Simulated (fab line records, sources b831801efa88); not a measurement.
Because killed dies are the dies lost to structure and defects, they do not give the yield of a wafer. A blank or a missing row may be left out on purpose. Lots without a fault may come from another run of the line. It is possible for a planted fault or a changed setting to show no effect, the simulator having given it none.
A struck lot beside a sound one | flow sky130 | 15 steps out of a route of 708
Sound: wafers L535.1, L535.2, L535.6. Wafers L546.1, L546.3, L546.6 were the ones struck. The cause comes at the end.
For every step that has rows: the tool of each side, followed by ch and its chambers, followed by its first start. Under that, the readings that differ: sound wafers | struck wafers | difference of the means | sigmas: that difference in standard deviations of wafers without a fault.
alike: readings with means less than 2 such deviations apart, plus words and numbers identical on both sides. not compared: withheld readings, readings lacking a value on some wafer, bounds such as >300 that could conceal the same value, and numbers that have no deviation in the record and whose values overlap.
The two part at a step that has a row with sigmas, a row that says differs or no value, or rows on one side only. Non-overlapping numbers with no deviation appear without sigmas and do not part them. Lack of a reading on every wafer of one side parts them only where that side has two or more wafers.

first, 3 steps without rows for these wafers: SKY_CONTACT_STRIP_20 (strips in post etch residue remover, time 1200 s); SKY_CONTACT_CLEAN_21 (cleans in IPA, time 180 s); SKY_CONTACT_CLEAN_22 (cleans in O3/DIW).
SKY_CONTACT_SPUTTER_23: material TiN, target thk 20 nm, time 80 s.
  sound on pvd sputter-03 at day 31 18:11; struck on pvd sputter-03 at day 35 14:42
  alike: chamber pressure pa, throttle valve pct
SKY_CONTACT_CVD_24: deposits W, target thk 340 nm, time 102.12 s.
  sound on cvd w-02 ch 0, day 31 18:15; struck on cvd w-02 ch 0,1, day 35 14:46
  alike: heater power w
SKY_CONTACT_RS_MEAS_25: measurement is done with a four-point probe.
  sound on film metro-02 at day 31 18:28; struck on film metro-04 at day 35 14:52
  alike: CONTACT_W_RS
SKY_CONTACT_THK_MEAS_26: measures by xrf.
  sound on film metro-02 at day 31 18:35; struck on film metro-04 at day 35 14:59
  alike: CONTACT_W_THK
then, 1 step without rows for these wafers: SKY_CONTACT_CMP_27 (polishes, stops on SiO2, t overpolish 15 s, target thk 0 nm).
SKY_METAL1_SPUTTER_00: material Ti, target thk 15 nm, time 10 s.
  sound on pvd sputter-01 at day 31 18:57; struck on pvd sputter-02 at day 35 15:21
  alike: chamber pressure pa, throttle valve pct
SKY_METAL1_SPUTTER_01: material TiN, target thk 20 nm, time 16.7 s.
  sound on pvd sputter-01 at day 31 18:58; struck on pvd sputter-02 at day 35 15:22
  alike: chamber pressure pa, throttle valve pct
SKY_METAL1_SPUTTER_02: material AlCu, target thk 250 nm, time 13.3 s.
  sound on pvd sputter-01 at day 31 19:00; struck on pvd sputter-02 at day 35 15:24
  alike: chamber pressure pa, throttle valve pct
then, 1 step without rows for these wafers: SKY_METAL1_SPUTTER_03 (material Ti, target thk 5 nm, time 3.3 s).
SKY_METAL1_SPUTTER_04: material TiN, target thk 70 nm, time 58.3 s.
  sound on pvd sputter-01 at day 31 19:02; struck on pvd sputter-02 at day 35 15:26
  reading                  | sound                | struck               | difference | sigmas
  chamber pressure pa (Pa) | 0.4008 0.3998 0.4014 | 0.3768 0.3755 0.3765 | -0.0244    | -27
  throttle valve pct (%)   | 29.5 29.0 29.6       | 32.1 31.2 31.4       | +2.2       | +3
SKY_METAL1_RS_MEAS_05: measurement is done with a four-point probe.
  sound on film metro-02 at day 31 19:05; struck on film metro-02 at day 35 15:29
  alike: METAL1_ALCU_RS
-- the record jumps here: 13 days lie between the struck wafers' starts before and after (it left off in module METAL1 and takes up again in module PAD_OPEN, whose first step shown is number 708 of the route) --
SKY_PAD_OPEN_PROBE_99:
  sound on prober-02 at day 45 19:01; struck on prober-01 at day 48 16:26
  reading                  | sound       | struck      | difference | sigmas
  sort_bin_3_pad_short (%) | 1.2 1.2 2.0 | 0.8 0.2 0.8 | -0.9       | -2
  alike: defect limited yield, killed_at_M0_to_M3, killed_at_M4_up, killed at contacts, killed at front end, killed at other, killed dies, killed open, killed short, sort_bin_5_function, sort_bin_6_memory, sort n pass, sort yield pct

## WHERE THEY PART
First at SKY_METAL1_SPUTTER_04; last, within this record, at SKY_PAD_OPEN_PROBE_99.

WHY: the cause the simulator had injected
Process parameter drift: pvd sputter-02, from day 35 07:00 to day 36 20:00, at SKY_METAL1_SPUTTER_04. Setting chamber pressure pa, moved by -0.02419, from 0.4. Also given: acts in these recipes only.
